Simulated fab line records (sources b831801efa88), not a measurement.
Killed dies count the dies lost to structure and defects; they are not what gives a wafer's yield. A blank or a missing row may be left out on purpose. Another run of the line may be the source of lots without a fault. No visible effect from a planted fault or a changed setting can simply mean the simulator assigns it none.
fab line records | flow sky130
[record] lots = 12 wafers = 36 last_day = 49
route steps=708 shown LOCAL_INTERCONNECT@398 CONTACT@420 VIA1@472 METAL2@485
lots untouched by any fault: they come from a run of this same line in which no faults occurred
start_h: hours from the record's opening day to when the first of the lot's shown wafers began | wait_h: time in hours since the lot's previous step | " identical to the entry in the row above | L1.1+2: one row covering several wafers at once | - no value, or no start given | * or withheld: withheld | < > ~ a bound
route shown NAME@n: names a module that has steps shown in the file, with the first one's number in the route | usual: mean/standard deviation taken from wafers without a fault | same: alike in all rows | chamber/n: place in a boat | sites: per-site readings | _std_site: how widely they spread, as a standard deviation | _edge_site: the outer-site mean with the inner-site mean subtracted | radius_mm: how far each site lies from the wafer's centre | mask NAME#n: copy n | behind: tool/chamber where the wafer was last shaped | hold: why the lot went on hold/how many hours it stayed there/how the hold came to an end | device: the n, p or np transistor that did not switch | end of line: the tests these same wafers got at the end of their route | a step without rows: its recipe alone | killed: the dies lost at the first sort to structure and to defects; this is not the yield of the wafer | map: a wafer's dies, x killed, . not, _ none there
set.NAME: the setting the step ran with; set.NAME@STEP: the setting that earlier step ran with | model.NAME: the simulator's own value behind a step, which no gauge read
route steps across a sampled set of lots; one table per step, one row per wafer
services: a tool's chamber out of use, with start hour (start_h, from the record's first day; less than 0 if before it), hours out, and reason
[[steps]]
[step SKY_LOCAL_INTERCONNECT_CD_MEAS_11]
[recipe] target_cd_nm = 170
[usual] cd_nm = 169.7/1.7
// columns lot.wafer tool chamber start_h wait_h cd_nm
L563.1 cd_sem-02 - 704.74 - 169.0
L563.3 " - " " 170.4
L563.4 " - " " 169.9
L565.3 cd_sem-01 - 734.15 - 171.1
L565.5 " - " " 169.7
L565.6 " - " " 170.3
L567.2 cd_sem-01 - 735.41 - 167.3
L567.3 " - " " 168.5
L567.4 " - " " 168.8
L569.1 cd_sem-01 - 754.26 - 169.5
L569.3 " - " " 167.9
L569.6 " - " " 165.9
L571.4 cd_sem-02 - 769.05 - 168.2
L571.5 " - " " 167.3
L571.6 " - " " 167.2
L572.1 cd_sem-01 - 782.61 - 169.5
L572.2 " - " " 168.8
L572.4 " - " " 169.2
L573.2 cd_sem-01 - 792.79 - 168.7
L573.5 " - " " 168.0
L573.6 " - " " 168.9
L576.3 cd_sem-01 - 815.03 - 171.2
L576.4 " - " " 170.2
L576.6 " - " " 172.2
L577.2 cd_sem-01 - 823.24 - 168.8
L577.4 " - " " 168.9
L577.6 " - " " 167.8
L578.2 cd_sem-01 - 834.91 - 171.7
L578.3 " - " " 169.8
L578.5 " - " " 171.6
L579.3 cd_sem-02 - 835.01 - 166.3
L579.5 " - " " 165.5
L579.6 " - " " 167.0
L581.1 cd_sem-01 - 846.96 - 174.1
L581.3 " - " " 172.3
L581.5 " - " " 173.7
[step SKY_CONTACT_CD_MEAS_14]
[recipe] target_cd_nm = 170
[usual] cd_nm = 170.3/1.4
// columns lot.wafer tool chamber start_h wait_h cd_nm
L563.1 cd_sem-02 - 734.46 - 170.3
L563.3 " - " " 171.1
L563.4 " - " " 171.0
L565.3 cd_sem-01 - 762.66 - 171.3
L565.5 " - " " 169.7
L565.6 " - " " 171.0
L567.2 cd_sem-01 - 763.94 - 170.6
L567.3 " - " " 171.6
L567.4 " - " " 172.0
L569.1 cd_sem-02 - 782.47 - 170.1
L569.3 " - " " 168.9
L569.6 " - " " 171.0
L571.4 cd_sem-02 - 796.63 - 169.9
L571.5 " - " " 170.1
L571.6 " - " " 168.9
L572.1 cd_sem-01 - 810.47 - 169.1
L572.2 " - " " 167.9
L572.4 " - " " 169.8
L573.2 cd_sem-02 - 820.54 - 169.2
L573.5 " - " " 168.8
L573.6 " - " " 168.7
L576.3 cd_sem-02 - 843.16 - 169.3
L576.4 " - " " 169.5
L576.6 " - " " 170.2
L577.2 cd_sem-01 - 850.54 - 169.0
L577.4 " - " " 171.9
L577.6 " - " " 169.8
L578.2 cd_sem-01 - 862.19 - 170.3
L578.3 " - " " 171.0
L578.5 " - " " 170.3
L579.3 cd_sem-02 - 862.56 - 169.9
L579.5 " - " " 170.7
L579.6 " - " " 172.1
L581.1 cd_sem-01 - 874.87 - 170.8
L581.3 " - " " 173.0
L581.5 " - " " 170.5
[step SKY_VIA1_ETCH_14]
[recipe] chemistry = N2/H2 target = BARC ion_energy_ev = 200 source_w = 500 bias_w = 100 pressure_mtorr = 30 n2_flow_sccm = 100 h2_flow_sccm = 200 stop_on = SiO2 time_s = 45.9 target_depth_a = 600
[usual] bias_w = 99.97/0.29 drypump_motor_current_A = 5.7/0.45 oes_product_au = 0.854/0.0046 throttle_valve_pct = 13.224/0.0095
// columns lot.wafer tool chamber start_h wait_h bias_w drypump_motor_current_A oes_product_au rf_hours_counter_h throttle_valve_pct
L563.1 rie_diel-02 0 790.97 0.0 100.53 5.5 0.861 14 13.232
L563.3 " 2 " " 99.83 5.9 0.854 2 13.228
L563.4 " 1 " " 99.90 6.7 0.855 12 13.237
L565.3 rie_diel-02 0 818.23 0.0 99.64 5.5 0.857 15 13.230
L565.5 " 2 " " 99.75 5.9 0.855 - 13.226
L565.6 " 0 " " 100.22 5.5 0.852 - 13.232
L567.2 rie_diel-01 1 820.33 0.0 99.62 5.1 0.849 4 13.232
L567.3 " 2 " " 99.69 5.7 0.856 8 13.223
L567.4 " 3 " " 99.79 5.5 0.853 5 13.227
L569.1 rie_diel-01 2 839.40 0.0 100.05 5.7 0.854 8 13.214
L569.3 " 3 " " 100.40 5.5 0.855 6 13.217
L569.6 " 1 " " 100.15 5.1 0.847 - 13.228
L571.4 rie_diel-02 1 852.80 0.0 99.46 6.7 0.854 13 13.229
L571.5 " 3 " " 99.53 6.0 0.858 - 13.230
L571.6 " 0 " " 99.74 5.5 0.858 - 13.233
L572.1 rie_diel-01 3 866.18 0.0 100.12 5.5 0.855 6 13.240
L572.2 " 1 " " 100.25 5.1 0.856 5 13.214
L572.4 " 0 " " 100.13 5.9 0.852 7 13.237
L573.2 rie_diel-01 0 875.85 0.0 99.89 5.9 0.853 7 13.218
L573.5 " 1 " " 100.10 5.1 0.858 - 13.221
L573.6 " 2 " " 99.73 5.7 0.856 - 13.217
L576.3 rie_diel-01 3 898.50 0.0 99.86 5.5 0.855 8 13.211
L576.4 " 0 " " 99.58 5.9 0.858 8 13.230
L576.6 " 1 " " 100.00 5.1 0.850 - 13.243
L577.2 rie_diel-01 3 905.58 0.0 99.87 5.5 0.858 8 13.229
L577.4 " 0 " " 99.88 5.9 0.853 8 13.218
L577.6 " 1 " " 96.08 5.1 0.860 - 13.229
L578.2 rie_diel-02 3 916.30 0.0 99.97 6.0 0.856 19 13.219
L578.3 " 2 " " 99.78 5.9 0.856 6 13.230
L578.5 " 1 " " 100.21 6.7 0.858 - 13.215
L579.3 rie_diel-03 2 916.98 0.0 100.21 5.4 0.850 11 13.219
L579.5 " 0 " " 99.81 5.0 0.854 - 13.219
L579.6 " 1 " " 99.49 6.6 0.846 - 13.214
L581.1 rie_diel-01 1 928.73 0.0 95.92 5.1 0.846 7 13.239
L581.3 " 2 " " 100.05 5.7 0.856 11 13.233
L581.5 " 0 " " 100.49 5.9 0.855 - 13.229
[step SKY_METAL2_SPUTTER_02]
[recipe] material = AlCu target_thk_nm = 250 power_w = 10600 time_s = 13.3 chamber_pressure_pa = 0.4
[usual] throttle_valve_pct = 30.3/0.9
// columns lot.wafer tool chamber start_h wait_h throttle_valve_pct
L563.1 pvd_sputter-04 - 792.37 0.0 30.9
L563.3 " - " " 30.9
L563.4 " - " " 28.8
L565.3 pvd_sputter-04 - 819.66 0.0 30.6
L565.5 " - " " 30.6
L565.6 " - " " 30.7
L567.2 pvd_sputter-04 - 821.75 0.0 30.9
L567.3 " - " " 28.9
L567.4 " - " " 30.8
L569.1 pvd_sputter-04 - 840.80 0.0 31.0
L569.3 " - " " 30.7
L569.6 " - " " 31.0
L571.4 pvd_sputter-03 - 854.20 0.0 30.4
L571.5 " - " " 32.2
L571.6 " - " " 30.8
L572.1 pvd_sputter-04 - 867.54 0.0 30.9
L572.2 " - " " 29.1
L572.4 " - " " 31.0
L573.2 pvd_sputter-02 - 877.63 0.0 31.0
L573.5 " - " " 29.4
L573.6 " - " " 29.5
L576.3 pvd_sputter-04 - 899.88 0.0 29.1
L576.4 " - " " 30.8
L576.6 " - " " 30.7
L577.2 pvd_sputter-02 - 906.94 0.0 30.9
L577.4 " - " " 29.1
L577.6 " - " " 29.5
L578.2 pvd_sputter-04 - 917.69 0.0 30.8
L578.3 " - " " 30.7
L578.5 " - " " 29.2
L579.3 pvd_sputter-02 - 918.37 0.0 29.4
L579.5 " - " " 29.5
L579.6 " - " " 29.0
L581.1 pvd_sputter-04 - 930.21 0.0 30.5
L581.3 " - " " 30.8
L581.5 " - " " 31.0
[[services]]
// columns tool chamber start_h hours kind
rie_diel-03 1 773.61 6.8 repair
rie_diel-03 - 784.89 1.7 repair
rie_diel-01 2 804.33 4.3 repair
rie_diel-02 1 815.38 6.3 repair
rie_diel-02 - 825.16 15.6 pm
rie_diel-03 2 825.67 1.5 repair
rie_diel-03 2 833.87 6.1 repair
rie_diel-02 1 847.68 1.3 repair
rie_diel-02 1 862.06 12.6 repair
rie_diel-03 3 889.37 6.5 repair
rie_diel-03 2 890.26 10.1 repair
rie_diel-03 3 901.58 127.3 repair
pvd_sputter-03 - 904.85 24.6 repair
rie_diel-02 0 925.98 8.3 repair
[[key]]
[first_sign] step = SKY_VIA1_ETCH_14 reading = bias_w direction = down sigmas = 14 usual = 99.97 struck = 96.00
effect none on later readings
met_at SKY_VIA1_ETCH_14
struck_lots L577,L581
struck_wafers L577.6,L581.1
not_acting_at SKY_LOCAL_INTERCONNECT_CD_MEAS_11,SKY_CONTACT_CD_MEAS_14,SKY_METAL2_SPUTTER_02
onset_between 898.50 905.58
[fault] kind = process_parameter_drift tool = rie_diel-01 chamber = 1 onset_h = 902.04 steps = SKY_VIA1_ETCH_14 channel = bias_w offset = -3.7766 shape = step end_h = 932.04 acts_in = these_recipes_only stated = 100
